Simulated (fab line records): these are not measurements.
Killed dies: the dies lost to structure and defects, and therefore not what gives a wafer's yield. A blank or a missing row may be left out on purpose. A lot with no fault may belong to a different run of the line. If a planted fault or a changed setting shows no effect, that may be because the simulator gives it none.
Problem report, 8D (eight disciplines) form, completed by code | flow gf180mcu | the parts of the form that need people (team, actions taken, sign-off) are left out

## 1. WHAT WENT WRONG
Wafers free of any fault read 1209 ohm/sq (standard deviation 3.3) for LVPWELL_RS at GF_VT_IMPLANT_RS_MEAS_48, against a mean of 1251 ohm/sq on 6 wafers of 2 lots. That is +13 standard deviations from the usual mean.
The step: measures by four-point-probe.
First observed at day 12 15:20: wafer L451.1, on film metro-03. The record holds 42 wafers of 14 lots with a number at this step. Rule for "out", or "out of limits": more than 4 standard deviations from the usual mean. Any other wafer with a number is counted as sound.

## 2. WHAT IT IS; WHAT IT IS NOT
question                    | is                           | is not
which readings at this step | LVPWELL_RS                   | -
which lots                  | L451, L452                   | L433, L434, L436, L437, L438, L439, L440, L441, L443, L444, L445, L446
which wafers of those lots  | all that have a number       | -
read on which gauges        | film metro-02, film metro-03 | film metro-01
when                        | from day 12 15:20            | up to then (36 sound wafers)

## 3. SUSPECTS, AND WHAT RULES EACH OUT
Counting: any tool at a process step up to the reading is kept as a suspect provided that every lot that is out went through it and no sound lot did after the first of them.
- the gauge at GF_VT_IMPLANT_RS_MEAS_48 is ruled out. Those wafers that are out were read across 2 gauges (film metro-02, film metro-03).
- implanter-04 at GF_LVPWELL_IMPLANT_08: kept. It processed each lot that is out, first L451 at day 8 01:35, and no sound lot thereafter; up to then, the last sound lot it processed was L446 at day 6 23:03. Out on those wafers are its own readings of beam energy keV.
Remaining after the count: implanter-04 at GF_LVPWELL_IMPLANT_08.

## 4. THE CAUSE (what the simulator had put in)
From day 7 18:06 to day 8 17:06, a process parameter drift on implanter-04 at GF_LVPWELL_IMPLANT_08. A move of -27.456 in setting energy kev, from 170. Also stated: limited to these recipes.
Only this tool survived the counting.

## 5. THE CHAIN OF EFFECTS, in route order
Each row: a reading where the mean over the struck wafers with a number is more than 3 standard deviations away from the usual. Only readings for which the record gives a usual standard deviation are gone through. hours: the time from each lot's start at the first step in this table that gives one to its start at this step, as a median over the lots. sigmas: the change in usual standard deviations.
hours | step                     | reading         | usual       | on struck wafers | change | sigmas
0     | GF_LVPWELL_IMPLANT_08    | beam energy keV | 170.01      | 142.54           | -27.47 | -99 or more
109   | GF_VT_IMPLANT_RS_MEAS_48 | LVPWELL_RS      | 1209 ohm/sq | 1251             | +42    | +13
Process steps it contains:
- GF_LVPWELL_IMPLANT_08
Later measuring or inspecting steps at which every struck wafer that the step has a row for has a number for every such reading, and none has moved that far: GF_HV_LDD_CD_MEAS_46, GF_NSD_CD_MEAS_07, GF_PSD_RS_MEAS_14.

## 6. WHAT WOULD HAVE CAUGHT IT SOONER
117 hours passed between the start of the fault at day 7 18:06 and the first reading out of limits at a measuring or inspecting step in this record, taken at day 12 15:20.
At GF_LVPWELL_IMPLANT_08, the tool's own readings (beam energy keV) were out on each struck wafer the step has a row for, so an alarm limit on them would have fired on the first such wafer.
By day 12 15:20, every lot that is out (2) had started GF_LVPWELL_IMPLANT_08 on implanter-04. Holding the tool at that point would not have protected any of them.
